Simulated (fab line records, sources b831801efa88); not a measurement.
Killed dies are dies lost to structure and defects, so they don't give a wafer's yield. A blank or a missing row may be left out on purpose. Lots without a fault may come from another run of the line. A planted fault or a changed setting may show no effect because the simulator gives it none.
Which tool did it? | flow gf180mcu | 7 lots, 21 wafers sampled, at 2 steps of a route of 602

WHAT THE GAUGES READ, wafer by wafer
GF_HV_LDD_TW_MEAS_38.
lot  | measured     | on            | HV_LDD_3_TW
L215 | day 12 13:25 | film_metro-04 | 1455 1456 1453
L219 | day 13 21:07 | film_metro-01 | 1434 1438 1436
L222 | day 15 00:24 | film_metro-01 | 1432 1435 1425
L226 | day 16 03:09 | film_metro-01 | 1442 1449 1443
L228 | day 17 00:16 | film_metro-04 | 1445 1440 1442
L233 | day 18 16:22 | film_metro-01 | 1439 1443 1444
L235 | day 19 08:38 | film_metro-04 | 1434 1438 1440

WHICH TOOL RAN EACH LOT (tool, then ch and the chambers of the sampled wafers, then the start)
lot  | GF_HV_LDD_HMDS_25
L215 | litho_track-03 ch 0, day 12 02:47
L219 | litho_track-02 ch 0, day 13 10:03
L222 | litho_track-01 ch 0, day 14 12:32
L226 | litho_track-01 ch 0, day 15 14:50
L228 | litho_track-01 ch 0, day 16 11:43
L233 | litho_track-01 ch 0, day 18 03:14
L235 | litho_track-03 ch 0, day 18 19:56
- GF_HV_LDD_HMDS_25: prime time 60 s.

THE ANSWER, worked out from the rows above alone
Rule: what is usual is taken from the lots themselves. Put in order of their means at a reading, lots are off if they are a third of the lots or fewer, leave a main group of 4 or more, and stand apart from it by a gap of 3 or more times the standard deviation of the main group's means; of several such gaps the widest counts. A main group whose means are all the same, to the digits that the tables above print for the reading, isn't used. A lot without any number at a reading at which 4 lots or more have one is off too. The other lots that the step has rows for count as sound.
No lot is off at any reading shown: from this, nothing can be told.

WHAT THE SIMULATOR HAD PUT IN
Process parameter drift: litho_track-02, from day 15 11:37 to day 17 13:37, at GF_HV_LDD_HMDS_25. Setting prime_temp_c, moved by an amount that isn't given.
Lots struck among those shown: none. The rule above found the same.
